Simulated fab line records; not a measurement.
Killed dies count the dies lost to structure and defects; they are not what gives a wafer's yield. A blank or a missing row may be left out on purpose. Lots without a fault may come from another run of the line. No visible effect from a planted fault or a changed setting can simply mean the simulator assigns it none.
fab line records    flow sky130
record lots=6  wafers=18  lastDay=51
route steps=708 shown POLY_CUT@312 SD_P@320
lots untouched by any fault: they come from a run of this same line in which no faults occurred
startH: start of the lot's first displayed wafer, in hours after the record's first day    waitH: hours elapsed since this lot's preceding step    " identical to the entry in the row above    L1.1+2: several wafers, shown together as one row    - no value, or no start was given    * or withheld: withheld    < > ~ a bound
route shown NAME@n: NAME is a module with steps in the file, n the number in the route of the first one    usual: mean/standard deviation of fault-free wafers    same: alike in all rows    chamber/n: place in a boat    sites: per-site readings    _std_site: standard deviation across them    _edge_site: the outer-site mean with the inner-site mean subtracted    radiusMm: for every site, how far away it sits from the centre of the wafer    mask NAME#n: copy n    behind: tool/chamber where the wafer was last shaped    hold: the reason the lot was held/the length of the hold in hours/how it ended    device: the transistor (n, p or np) that didn't switch    end of line: the route-end tests of the same wafers    a step given without rows: its recipe and nothing more    killed: at the first sort, the dies lost to defects and structure; wafer yield is something else    map: dies across one wafer; x = killed, . = not, _ = none there
set.NAME: the setting the step ran with; set.NAME@STEP: the setting that earlier step ran with    model.NAME: the simulator's own value behind a step, which no gauge read
a table for each step, a row for each wafer; lots at some steps of the route
services: the hour from which a tool's chamber was out of use, counted from the record's first day as startH (under 0 if before that day), plus the number of hours and why
## steps
# step SKY_POLY_CUT_EXPOSE_05
# recipe maskId=NPCM  na=0.8  sourceShape=annular  sigmaInner=0.55  sigmaOuter=0.85  targetCdNm=270  doseMj=32
# step SKY_POLY_CUT_PEB_06
# recipe pebTempC=withheld  pebTimeS=withheld  resist=KrF-thick
# step SKY_POLY_CUT_DEVELOP_07
# recipe developTimeS=60  resist=KrF-thick  devTempC=21
# step SKY_POLY_CUT_CD_MEAS_08
# recipe targetCdNm=270
# usual cdNm=270.2/1.2
lot.wafer  tool      chamber  startH  waitH  cdNm
L873.2     cdSem-01  -        575.97  -      270.2
L873.3     "         -        "       "      270.7
L873.6     "         -        "       "      270.2
L876.1     cdSem-01  -        614.45  -      269.9
L876.2     "         -        "       "      270.5
L876.5     "         -        "       "      271.0
L886.1     cdSem-01  -        693.89  -      269.8
L886.2     "         -        "       "      271.3
L886.3     "         -        "       "      270.8
L887.3     cdSem-02  -        700.63  -      267.4
L887.4     "         -        "       "      271.0
L887.6     "         -        "       "      268.7
L890.3     cdSem-02  -        733.64  -      270.8
L890.4     "         -        "       "      270.2
L890.6     "         -        "       "      271.0
L892.3     cdSem-02  -        742.49  -      270.8
L892.4     "         -        "       "      273.8
L892.6     "         -        "       "      272.1
# step SKY_POLY_CUT_OVL_MEAS_09
# usual POLY_CUT_OVL=-4/5.5
lot.wafer  tool        chamber  startH  waitH  POLY_CUT_OVL[nm]
L873.2     overlay-01  -        576.07  0.1    -7
L873.3     "           -        "       "      -10
L873.6     "           -        "       "      -1
L876.1     overlay-01  -        614.57  0.1    -2
L876.2     "           -        "       "      -6
L876.5     "           -        "       "      -5
L886.1     overlay-02  -        694.01  0.1    -8
L886.2     "           -        "       "      -10
L886.3     "           -        "       "      -12
L887.3     overlay-01  -        700.72  0.1    0
L887.4     "           -        "       "      -7
L887.6     "           -        "       "      -2
L890.3     overlay-02  -        733.73  0.1    -15
L890.4     "           -        "       "      -5
L890.6     "           -        "       "      -2
L892.3     overlay-02  -        742.58  0.1    0
L892.4     "           -        "       "      -10
L892.6     "           -        "       "      -7
# step SKY_POLY_CUT_ETCH_10
# recipe chemistry=N2/H2  target=BARC  ionEnergyEv=200  sourceW=500  biasW=100  pressureMtorr=30  n2FlowSccm=100  h2FlowSccm=200  stopOn=SiO2  timeS=45.9  targetDepthA=600
# usual chamberPressureMTorr=30.002/0.028  drypumpMotorCurrentA=5.75/0.26  h2FlowSccm=200.0/0.6  n2FlowSccm=100.03/0.28  oesProductAu=0.855/0.0049  throttleValvePct=13.225/0.0087
lot.wafer  tool        chamber  startH  waitH  chamberPressureMTorr  drypumpMotorCurrentA  h2FlowSccm  n2FlowSccm  oesProductAu  rfHoursCounterH  throttleValvePct
L873.2     rieDiel-03  2        576.10  0.0    30.003                5.61                  199.7       100.44      0.847         70               13.228
L873.3     "           0        "       "      30.032                5.70                  200.2       99.77       0.853         76               13.232
L873.6     "           2        "       "      29.959                5.62                  200.3       100.23      0.854         -                13.215
L876.1     rieDiel-02  2        614.60  0.0    30.054                6.20                  199.8       99.72       0.857         65               13.228
L876.2     "           1        "       "      29.990                5.36                  200.1       99.80       0.854         11               13.219
L876.5     "           1        "       "      30.002                5.37                  200.0       99.69       0.853         -                13.233
L886.1     rieDiel-02  3        694.05  0.0    30.010                5.50                  200.0       99.68       0.849         12               13.239
L886.2     "           2        "       "      29.999                6.20                  199.0       100.04      0.862         0                13.233
L886.3     "           1        "       "      29.987                5.40                  200.2       99.96       0.850         13               13.217
L887.3     rieDiel-03  0        700.75  0.0    30.040                5.72                  198.6       99.58       0.851         2                13.211
L887.4     "           0        "       "      30.043                5.71                  200.0       100.17      0.851         -                13.223
L887.6     "           1        "       "      30.035                5.98                  200.4       100.15      0.856         -                13.224
L890.3     rieDiel-03  2        733.76  0.0    30.012                5.62                  200.1       99.62       0.858         2                13.230
L890.4     "           0        "       "      30.041                5.70                  199.6       100.07      0.857         3                13.213
L890.6     "           2        "       "      29.976                5.62                  200.6       99.68       0.859         -                13.225
L892.3     rieDiel-03  2        742.61  0.0    30.016                5.62                  201.1       100.00      0.863         3                13.221
L892.4     "           0        "       "      30.036                5.72                  200.6       100.22      0.854         3                13.210
L892.6     "           2        "       "      30.009                5.59                  200.7       100.05      0.858         -                13.227
# step SKY_POLY_CUT_ETCH_11
# recipe target=Si3N4  chemistry=CF4/CH2F2/Ar  stopOn=poly-Si  sourceW=600  biasW=150  pressureMtorr=40  cf4FlowSccm=40  ch2f2FlowSccm=20  Ar_flow_sccm=150  timeS=42.5  targetDepthA=600
# usual cf4FlowSccm=40.00/0.11  chamberPressureMTorr=40.00/0.035  drypumpMotorCurrentA=5.75/0.26  mfcArSccm=150.0/0.46  oesProductAu=0.830/0.0066  throttleValvePct=14.993/0.0083
lot.wafer  tool        chamber  startH  waitH  cf4FlowSccm  chamberPressureMTorr  drypumpMotorCurrentA  mfcArSccm  oesProductAu  rfHoursCounterH  throttleValvePct
L873.2     rieDiel-03  2        576.15  0.0    39.79        40.04                 5.62                  149.7      0.830         70               14.990
L873.3     "           0        "       "      40.01        40.03                 5.72                  149.9      0.831         76               15.005
L873.6     "           2        "       "      39.90        39.99                 5.61                  149.8      0.833         -                14.991
L876.1     rieDiel-02  2        614.65  0.0    40.00        40.10                 6.23                  149.8      0.820         65               15.002
L876.2     "           1        "       "      39.96        39.97                 5.41                  150.5      0.820         11               14.998
L876.5     "           1        "       "      40.16        40.03                 5.41                  150.3      0.823         -                14.990
L886.1     rieDiel-02  3        694.09  0.0    40.04        40.08                 5.52                  150.1      0.808         12               14.982
L886.2     "           2        "       "      39.92        39.98                 6.20                  150.7      0.818         0                14.992
L886.3     "           1        "       "      40.04        39.98                 5.37                  150.2      0.826         13               14.986
L887.3     rieDiel-03  0        700.79  0.0    40.17        39.97                 5.70                  149.4      0.828         2                15.004
L887.4     "           0        "       "      40.15        39.94                 5.70                  150.5      0.837         -                14.990
L887.6     "           1        "       "      40.03        40.00                 5.98                  150.1      0.832         -                14.995
L890.3     rieDiel-03  2        733.80  0.0    40.05        39.95                 5.60                  150.4      0.819         2                14.986
L890.4     "           0        "       "      40.05        40.03                 5.72                  150.7      0.824         3                15.002
L890.6     "           2        "       "      40.02        40.01                 5.62                  150.0      0.826         -                14.994
L892.3     rieDiel-03  2        742.65  0.0    40.10        39.97                 5.63                  150.6      0.828         3                15.000
L892.4     "           0        "       "      40.13        39.99                 5.69                  149.7      0.823         3                14.985
L892.6     "           2        "       "      39.88        40.01                 5.63                  150.7      0.840         -                14.990
# step SKY_POLY_CUT_STRIP_12
# recipe chemistry=O2/N2  powerW=1400  pressureMtorr=1500  platenTempC=withheld  o2FlowSccm=3000  n2FlowSccm=300  overashFraction=0.5
# usual chamberPressureMTorr=1500.1/1.3  drypumpMotorCurrentA=5.9/0.5  n2FlowSccm=299.8/0.9  oesProductAu=0.453/0.0047  stripTimeToEndpointS=5.359/0.017
lot.wafer  tool            chamber  startH  waitH  chamberPressureMTorr  drypumpMotorCurrentA  n2FlowSccm  oesProductAu  rfHoursCounterH  stripTimeToEndpointS
L873.2     plasmaAsher-01  0        576.19  0.0    1500.9                5.8                   300.7       0.461         71               5.355
L873.3     "               1        "       "      1500.8                6.0                   300.7       0.444         -                5.327
L873.6     "               0        "       "      1500.5                5.8                   300.1       0.455         -                5.353
L876.1     plasmaAsher-03  0        614.69  0.0    1499.7                5.0                   299.8       0.453         18               5.350
L876.2     "               1        "       "      1500.4                6.7                   300.6       0.456         18               5.366
L876.5     "               1        "       "      1499.9                6.7                   301.0       0.465         -                5.353
L886.1     plasmaAsher-01  1        694.13  0.0    1498.7                6.0                   301.1       0.452         83               5.357
L886.2     "               0        "       "      1501.0                5.8                   299.8       0.456         83               5.347
L886.3     "               1        "       "      1499.0                6.0                   299.1       0.446         -                5.353
L887.3     plasmaAsher-01  0        700.86  0.1    1500.6                5.8                   300.7       0.450         -                5.365
L887.4     "               1        "       "      1499.6                6.0                   299.5       0.456         -                5.376
L887.6     "               0        "       "      1499.7                5.8                   299.9       0.458         -                5.391
L890.3     plasmaAsher-01  1        733.87  0.1    1500.1                6.0                   298.6       0.452         -                5.382
L890.4     "               0        "       "      1499.6                5.8                   300.8       0.452         -                5.388
L890.6     "               1        "       "      1499.2                6.0                   301.7       0.443         -                5.351
L892.3     plasmaAsher-01  1        742.72  0.1    1498.1                6.1                   298.1       0.458         -                5.396
L892.4     "               0        "       "      1499.4                5.8                   299.8       0.447         -                5.369
L892.6     "               0        "       "      1500.8                5.9                   300.0       0.446         -                5.379
# step SKY_SD_P_DEHYDRATE_00
# recipe tempC=200  timeS=60
# step SKY_SD_P_HMDS_01
# recipe primeTimeS=60  primeTempC=120
# step SKY_SD_P_COAT_02
# recipe resist=NOVOLAK  spinRpm=3000  resistThkNm=1140
# step SKY_SD_P_SOFTBAKE_03
# recipe tempC=90  timeS=60  resist=NOVOLAK
# step SKY_SD_P_EXPOSE_04
# recipe maskId=PSDM  na=0.6  sourceShape=conventional  sigmaOuter=0.6  polarization=unpolarized  targetCdNm=380  doseMj=138
# usual exposureDoseMJCm2=137.95/0.14  focusOffsetNm=0.1/0.56  na=0.6/0
lot.wafer  tool             chamber  startH  waitH  mask    exposureDoseMJCm2  focusOffsetNm  na
L873.2     ilineStepper-01  0        592.44  -      PSDM#0  138.09             0.4            0.6
L873.3     "                0        "       "      PSDM#0  138.03             -0.1           0.6
L873.6     "                0        "       "      PSDM#0  137.88             0.8            0.6
L876.1     ilineStepper-02  0        629.12  -      PSDM#0  137.93             0.1            0.6
L876.2     "                0        "       "      PSDM#0  138.03             0.7            0.6
L876.5     "                0        "       "      PSDM#0  137.88             -0.2           0.6
L886.1     ilineStepper-01  -        709.17  -      PSDM#0  -                  -              -
L886.2     "                -        "       "      PSDM#0  -                  -              -
L886.3     "                -        "       "      PSDM#0  -                  -              -
L887.3     ilineStepper-01  -        714.81  -      PSDM#0  -                  -              -
L887.4     "                -        "       "      PSDM#0  -                  -              -
L887.6     "                -        "       "      PSDM#0  -                  -              -
L890.3     ilineStepper-02  0        747.81  -      PSDM#0  137.99             0.2            0.6
L890.4     "                0        "       "      PSDM#0  138.01             0.2            0.6
L890.6     "                0        "       "      PSDM#0  138.05             -0.5           0.6
L892.3     ilineStepper-02  0        756.63  -      PSDM#0  137.99             1.1            0.6
L892.4     "                0        "       "      PSDM#0  137.75             0.7            0.6
L892.6     "                0        "       "      PSDM#0  137.89             1.1            0.6
# step SKY_SD_P_PEB_05
# recipe tempC=withheld  timeS=*  resist=NOVOLAK
## services
tool             chamber  startH  hours  kind
rieDiel-03       3        564.55  1.2    repair
rieDiel-03       0        585.62  -      clean
rieDiel-03       0        585.62  31.1   scheduledDown
rieDiel-03       0        585.62  31.1   ventCycle
ilineStepper-01  -        589.36  1.7    pm
rieDiel-02       -        595.75  2.8    pm
rieDiel-02       -        605.09  2.4    repair
rieDiel-03       -        606.28  14.6   pm
rieDiel-02       1        614.88  6.6    repair
rieDiel-02       2        619.98  4.3    repair
rieDiel-03       2        620.88  -      clean
rieDiel-03       2        620.88  21.6   scheduledDown
rieDiel-03       2        620.88  21.6   ventCycle
ilineStepper-01  -        631.02  5.0    repair
rieDiel-03       1        634.45  9.2    repair
ilineStepper-02  -        662.51  1.7    pm
rieDiel-02       3        669.69  7.1    repair
plasmaAsher-01   -        675.30  3.6    repair
plasmaAsher-01   -        679.46  0.8    repair
rieDiel-03       3        691.64  -      clean
plasmaAsher-03   -        695.54  9.1    repair
ilineStepper-01  -        710.03  4.1    repair
rieDiel-03       -        724.88  1.0    repair
plasmaAsher-01   -        727.02  2.4    repair
## key
firstSign step=SKY_SD_P_EXPOSE_04  reading=toolRecord  direction=missing
effect none on later readings
metAt SKY_SD_P_EXPOSE_04
struckWafers L886.1,L886.2,L886.3,L887.3,L887.4,L887.6
sortLeftOut L886.1,L886.2,L886.3,L887.3,L887.4,L887.6
testerLeftOut L886,L887
onsetBetween 592.44 709.17
fault kind=skippedStepWhole  tool=ilineStepper-01  chamber=-  onsetH=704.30  steps=SKY_SD_P_EXPOSE_04  scope=struckLotsOnly
# testerLeftOut: of these lots the tester's yield and bins aren't shown, on N5 and GAA mostly nor the transistor test; their killed dies are dies lost to structure and defects alone, not to doping, threshold or leakage, so they don't give the yield
# sortLeftOut: the simulated sort isn't trusted on such a fault, so these wafers' sort isn't shown, and their yield isn't known
